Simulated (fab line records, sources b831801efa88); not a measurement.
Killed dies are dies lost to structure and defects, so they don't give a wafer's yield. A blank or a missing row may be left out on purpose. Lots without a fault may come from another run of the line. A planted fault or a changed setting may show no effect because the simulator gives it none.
Which tool did it? | flow gf180mcu | 24 lots, 72 wafers sampled, at 5 steps of a route of 602

WHAT THE GAUGES READ, wafer by wafer
GF_V1_RS_MEAS_24: measures by four-point-probe.
lot  | measured     | on            | V1_W_RS (ohm/sq)
L074 | day 18 09:19 | film_metro-04 | 0.328 0.324 0.326
L075 | day 18 13:14 | film_metro-03 | 0.324 0.325 0.320
L076 | day 19 00:47 | film_metro-03 | 0.328 0.326 0.329
L077 | day 19 08:32 | film_metro-04 | 0.322 0.323 0.323
L078 | day 19 18:02 | film_metro-04 | 0.328 0.322 0.325
L079 | day 19 21:54 | film_metro-01 | 0.326 0.332 0.323
L080 | day 20 12:36 | film_metro-04 | 0.323 0.329 0.321
L081 | day 20 22:03 | film_metro-04 | 0.326 0.325 0.322
L082 | day 21 08:55 | film_metro-04 | 0.331 0.328 0.332
L083 | day 21 12:45 | film_metro-01 | 0.324 0.314 0.323
L084 | day 22 08:08 | film_metro-04 | 0.325 0.322 0.321
L085 | day 22 12:51 | film_metro-04 | 0.325 0.325 0.329
L086 | day 22 23:12 | film_metro-04 | 0.321 0.325 0.323
L087 | day 23 05:50 | film_metro-04 | 0.324 0.321 0.323
L088 | day 23 18:28 | film_metro-01 | 0.325 0.324 0.326
L089 | day 24 01:31 | film_metro-03 | 0.322 0.324 0.325
L090 | day 24 07:14 | film_metro-04 | 0.325 0.325 0.328
L091 | day 24 10:08 | film_metro-01 | 0.324 0.327 0.323
L092 | day 24 18:37 | film_metro-01 | 0.323 0.331 0.324
L093 | day 24 23:21 | film_metro-04 | 0.323 0.324 0.325
L094 | day 25 06:20 | film_metro-03 | 0.330 0.325 0.323
L095 | day 25 14:45 | film_metro-04 | 0.325 0.326 0.324
L096 | day 25 20:43 | film_metro-03 | 0.325 0.328 0.331
L097 | day 26 06:32 | film_metro-03 | 0.323 0.322 0.319

GF_M2_CD_MEAS_14: target cd 280 nm.
lot  | measured     | on        | cd_nm (nm)
L074 | day 19 09:34 | cd_sem-02 | 280.0 278.4 279.6
L075 | day 19 14:23 | cd_sem-02 | 280.3 280.3 280.3
L076 | day 20 01:32 | cd_sem-02 | 278.8 279.7 278.8
L077 | day 20 10:05 | cd_sem-02 | 277.9 278.2 278.2
L078 | day 20 18:20 | cd_sem-01 | 280.1 281.4 281.6
L079 | day 20 22:35 | cd_sem-02 | 281.8 280.6 281.5
L080 | day 21 14:04 | cd_sem-02 | 279.4 279.6 279.6
L081 | day 21 22:20 | cd_sem-02 | 279.3 277.5 279.3
L082 | day 22 09:23 | cd_sem-01 | 279.4 280.4 278.9
L083 | day 22 12:45 | cd_sem-02 | 278.5 277.1 277.5
L084 | day 23 07:56 | cd_sem-02 | 280.9 281.5 282.0
L085 | day 23 12:42 | cd_sem-02 | 281.7 281.3 281.9
L086 | day 23 22:17 | cd_sem-01 | 281.7 280.9 281.7
L087 | day 24 04:40 | cd_sem-02 | 281.7 280.7 281.5
L088 | day 24 16:48 | cd_sem-02 | 280.6 281.7 280.5
L089 | day 25 00:56 | cd_sem-02 | 278.8 279.2 279.4
L090 | day 25 05:40 | cd_sem-01 | 280.4 280.4 280.6
L091 | day 25 07:55 | cd_sem-01 | 284.1 283.4 284.1
L092 | day 25 16:28 | cd_sem-01 | 280.3 280.0 280.4
L093 | day 25 21:22 | cd_sem-02 | 277.5 278.7 278.2
L094 | day 26 03:18 | cd_sem-02 | 279.7 279.8 279.6
L095 | day 26 12:33 | cd_sem-02 | 279.9 279.5 280.3
L096 | day 26 18:02 | cd_sem-01 | 279.6 280.3 279.3
L097 | day 27 03:34 | cd_sem-02 | 280.1 279.1 280.5

WHICH TOOL RAN EACH LOT (tool, then ch and the chambers of the sampled wafers, then the start)
lot  | GF_STI_ETCH_13                    | GF_VT_IMPLANT_STRIP_20               | GF_CONTACT_CMP_04
L074 | rie_diel-04 ch 0,3, day 2 01:43   | plasma_asher-03 ch 0,1, day 6 09:06  | cmp-02 ch 0,2, day 15 08:52
L075 | rie_diel-02 ch 1,2,3, day 2 09:05 | plasma_asher-04 ch 0,1, day 6 13:37  | cmp-01 ch 0,1,2, day 15 14:35
L076 | rie_diel-04 ch 1,2,3, day 2 14:18 | plasma_asher-03 ch 0,1, day 6 21:34  | cmp-02 ch 0,1,3, day 16 00:13
L077 | rie_diel-02 ch 0,1,2, day 2 17:33 | plasma_asher-04 ch 0,1, day 7 02:58  | cmp-02 ch 0,1,3, day 16 07:41
L078 | rie_diel-02 ch 0,1, day 2 22:38   | plasma_asher-01 ch 0,1, day 7 08:16  | cmp-01 ch 1,2, day 16 14:29
L079 | rie_diel-01 ch 0,2, day 3 02:46   | plasma_asher-03 ch 1, day 7 12:13    | cmp-01 ch 0,1,3, day 16 18:37
L080 | rie_diel-02 ch 0,1,3, day 3 09:05 | plasma_asher-03 ch 0,1, day 7 20:40  | cmp-01 ch 1,2,3, day 17 08:53
L081 | rie_diel-04 ch 2,3, day 3 13:37   | plasma_asher-04 ch 0,1, day 8 03:59  | cmp-01 ch 1,2,3, day 17 17:10
L082 | rie_diel-04 ch 0,1,2, day 3 19:03 | plasma_asher-03 ch 0,1, day 8 11:58  | cmp-02 ch 1,3, day 18 03:24
L083 | rie_diel-04 ch 0,1,2, day 4 00:02 | plasma_asher-03 ch 0,1, day 8 14:22  | cmp-01 ch 1,2,3, day 18 08:58
L084 | rie_diel-04 ch 1,2,3, day 4 05:20 | plasma_asher-04 ch 0,1, day 9 02:18  | cmp-01 ch 0,1, day 19 02:45
L085 | rie_diel-04 ch 1,2, day 4 09:57   | plasma_asher-04 ch 0, day 9 08:28    | cmp-02 ch 1,2, day 19 09:22
L086 | rie_diel-02 ch 1,2,3, day 4 15:59 | plasma_asher-03 ch 0,1, day 9 13:58  | cmp-01 ch 0,1,3, day 19 19:47
L087 | rie_diel-02 ch 2,3, day 4 20:04   | plasma_asher-03 ch 0,1, day 9 19:10  | cmp-01 ch 0,2,3, day 20 02:08
L088 | rie_diel-01 ch 1,2,3, day 5 05:05 | plasma_asher-04 ch 0,1, day 10 03:35 | cmp-02 ch 0,1,2, day 20 14:53
L089 | rie_diel-02 ch 0,3, day 5 09:43   | plasma_asher-01 ch 0,1, day 10 08:40 | cmp-02 ch 0,2,3, day 21 00:20
L090 | rie_diel-01 ch 0,1, day 5 13:54   | plasma_asher-01 ch 0,1, day 10 14:47 | cmp-01 ch 1,2, day 21 05:49
L091 | rie_diel-04 ch 1,2,3, day 5 17:01 | plasma_asher-03 ch 0,1, day 10 18:16 | cmp-02 ch 0,3, day 21 09:17
L092 | rie_diel-02 ch 0,3, day 5 21:18   | plasma_asher-03 ch 0,1, day 10 23:37 | cmp-02 ch 0,1,3, day 21 18:15
L093 | rie_diel-02 ch 2,3, day 6 03:24   | plasma_asher-04 ch 0,1, day 11 05:28 | cmp-02 ch 0,2, day 21 23:07
L094 | rie_diel-04 ch 2,3, day 6 07:47   | plasma_asher-04 ch 0,1, day 11 11:02 | cmp-01 ch 0,3, day 22 06:30
L095 | rie_diel-04 ch 0,1,3, day 6 14:36 | plasma_asher-04 ch 0,1, day 11 20:10 | cmp-01 ch 1,2,3, day 22 16:23
L096 | rie_diel-01 ch 1,3, day 6 19:32   | plasma_asher-04 ch 0,1, day 12 01:17 | cmp-02 ch 2,3, day 22 22:27
L097 | rie_diel-04 ch 0,2, day 7 00:03   | plasma_asher-04 ch 0,1, day 12 07:28 | cmp-02 ch 0,3, day 23 08:54
- GF_STI_ETCH_13: etches the open film in CHF3/O2, stops on Si, target depth 282.31 nm, time 112.9 s.
- GF_VT_IMPLANT_STRIP_20: strips in O2/N2.
- GF_CONTACT_CMP_04: polishes SiO2.

WHAT THE TOOLS THEMSELVES READ (means of the sampled wafers that have a number; where no wafer has one, the mark that the record gives instead)
GF_STI_ETCH_13.
lot  | tool        | bias_w (W) | drypump_motor_current_A (A) | oes_product_au (a.u.) | throttle_valve_pct (%)
L074 | rie_diel-04 | 199.8      | 5.78                        | 0.831                 | 8.819
L075 | rie_diel-02 | 200.1      | 6.10                        | 0.831                 | 8.812
L076 | rie_diel-04 | 200.1      | 5.88                        | 0.836                 | 8.811
L077 | rie_diel-02 | 199.6      | 6.05                        | 0.835                 | 8.829
L078 | rie_diel-02 | 199.6      | 5.99                        | 0.828                 | 8.809
L079 | rie_diel-01 | 200.0      | 5.50                        | 0.827                 | 8.825
L080 | rie_diel-02 | 200.4      | 5.86                        | 0.837                 | 8.810
L081 | rie_diel-04 | 200.1      | 5.85                        | 0.830                 | 8.803
L082 | rie_diel-04 | 200.3      | 6.02                        | 0.835                 | 8.816
L083 | rie_diel-04 | 199.8      | 6.00                        | 0.839                 | 8.815
L084 | rie_diel-04 | 200.0      | 5.88                        | 0.827                 | 8.810
L085 | rie_diel-04 | 200.7      | 5.91                        | 0.833                 | 8.816
L086 | rie_diel-02 | 199.9      | 6.11                        | 0.828                 | 8.809
L087 | rie_diel-02 | 200.0      | 6.18                        | 0.830                 | 8.802
L088 | rie_diel-01 | 200.3      | 5.60                        | 0.834                 | 8.814
L089 | rie_diel-02 | 199.7      | 5.69                        | 0.834                 | 8.808
L090 | rie_diel-01 | 200.2      | 5.53                        | 0.833                 | 8.810
L091 | rie_diel-04 | 200.0      | 5.87                        | 0.836                 | 8.808
L092 | rie_diel-02 | 199.4      | 5.74                        | 0.841                 | 8.813
L093 | rie_diel-02 | 199.9      | 6.20                        | 0.829                 | 8.805
L094 | rie_diel-04 | 199.9      | 6.03                        | 0.837                 | 8.814
L095 | rie_diel-04 | 200.4      | 5.83                        | 0.834                 | 8.808
L096 | rie_diel-01 | 200.1      | 5.65                        | 0.826                 | 8.810
L097 | rie_diel-04 | 200.0      | 6.16                        | 0.822                 | 8.815

GF_VT_IMPLANT_STRIP_20.
lot  | tool            | drypump_motor_current_A (A) | heater_power_w (W) | oes_product_au (a.u.) | platen_temp_c (C) | strip_time_to_endpoint_s (s)
L074 | plasma_asher-03 | 5.2                         | 343                | 0.720                 | 250.07            | 12.65
L075 | plasma_asher-04 | 6.1                         | 344                | 0.720                 | 250.18            | 12.65
L076 | plasma_asher-03 | 5.2                         | 343                | 0.721                 | 250.03            | 12.60
L077 | plasma_asher-04 | 6.3                         | 351                | 0.720                 | 250.18            | 12.58
L078 | plasma_asher-01 | 5.3                         | 347                | 0.719                 | 249.96            | 12.64
L079 | plasma_asher-03 | 5.2                         | 372                | 0.715                 | 250.03            | 12.60
L080 | plasma_asher-03 | 5.2                         | 361                | 0.714                 | 250.25            | 12.62
L081 | plasma_asher-04 | 6.3                         | 346                | 0.717                 | 249.92            | 12.63
L082 | plasma_asher-03 | 5.2                         | 358                | 0.711                 | 250.27            | 12.58
L083 | plasma_asher-03 | 5.2                         | 348                | 0.715                 | 249.97            | 12.61
L084 | plasma_asher-04 | 6.3                         | 346                | 0.718                 | 250.10            | 12.58
L085 | plasma_asher-04 | 5.7                         | 331                | 0.713                 | 250.05            | 12.63
L086 | plasma_asher-03 | 5.2                         | 363                | 0.720                 | 249.92            | 12.64
L087 | plasma_asher-03 | 5.2                         | 360                | 0.711                 | 249.98            | 12.60
L088 | plasma_asher-04 | 6.1                         | 341                | 0.721                 | 250.06            | 12.62
L089 | plasma_asher-01 | 5.3                         | 365                | 0.718                 | 250.04            | 12.56
L090 | plasma_asher-01 | 5.3                         | 364                | 0.719                 | 250.23            | 12.60
L091 | plasma_asher-03 | 5.2                         | 358                | 0.711                 | 250.10            | 12.59
L092 | plasma_asher-03 | 5.2                         | 344                | 0.712                 | 250.03            | 12.60
L093 | plasma_asher-04 | 6.3                         | 346                | 0.718                 | 249.70            | 12.64
L094 | plasma_asher-04 | 6.1                         | 342                | 0.721                 | 249.90            | 12.64
L095 | plasma_asher-04 | 6.3                         | 345                | 0.716                 | 249.83            | 12.66
L096 | plasma_asher-04 | 6.3                         | 346                | 0.715                 | 250.01            | 12.65
L097 | plasma_asher-04 | 6.1                         | 338                | 0.719                 | 250.18            | 12.62

GF_CONTACT_CMP_04.
lot  | tool   | motor_current_A (A) | time_to_endpoint_s (s)
L074 | cmp-02 | 14.6                | 112
L075 | cmp-01 | 12.2                | 108
L076 | cmp-02 | 14.2                | 115
L077 | cmp-02 | 14.8                | 110
L078 | cmp-01 | 12.8                | 105
L079 | cmp-01 | 11.2                | 107
L080 | cmp-01 | 11.4                | 104
L081 | cmp-01 | 11.9                | 115
L082 | cmp-02 | 14.4                | 112
L083 | cmp-01 | 11.6                | 112
L084 | cmp-01 | 11.5                | 107
L085 | cmp-02 | 13.7                | 109
L086 | cmp-01 | 11.3                | 118
L087 | cmp-01 | 12.2                | 119
L088 | cmp-02 | 13.9                | 111
L089 | cmp-02 | 14.9                | 118
L090 | cmp-01 | 12.4                | 118
L091 | cmp-02 | 15.7                | 111
L092 | cmp-02 | 14.7                | 115
L093 | cmp-02 | 14.7                | 118
L094 | cmp-01 | 11.5                | 117
L095 | cmp-01 | 11.8                | 110
L096 | cmp-02 | 14.1                | 113
L097 | cmp-02 | 15.4                | 116

THE ANSWER, worked out from the rows above alone
Rule: what is usual is taken from the lots themselves. Put in order of their means at a reading, lots are off if they are a third of the lots or fewer, leave a main group of 4 or more, and stand apart from it by a gap of 3 or more times the standard deviation of the main group's means; of several such gaps the widest counts. A main group whose means are all the same, to the digits that the tables above print for the reading, isn't used. A lot without any number at a reading at which 4 lots or more have one is off too. The other lots that the step has rows for count as sound. The gauges are gone through in route order, then the tools' own readings, and for those a lot's mean is taken as printed above. The first step at which some lot is off is used, and at that step the reading that is off furthest; a lot without a number counts as furthest.
No lot is off at any reading shown: from this, nothing can be told.

WHAT THE SIMULATOR HAD PUT IN
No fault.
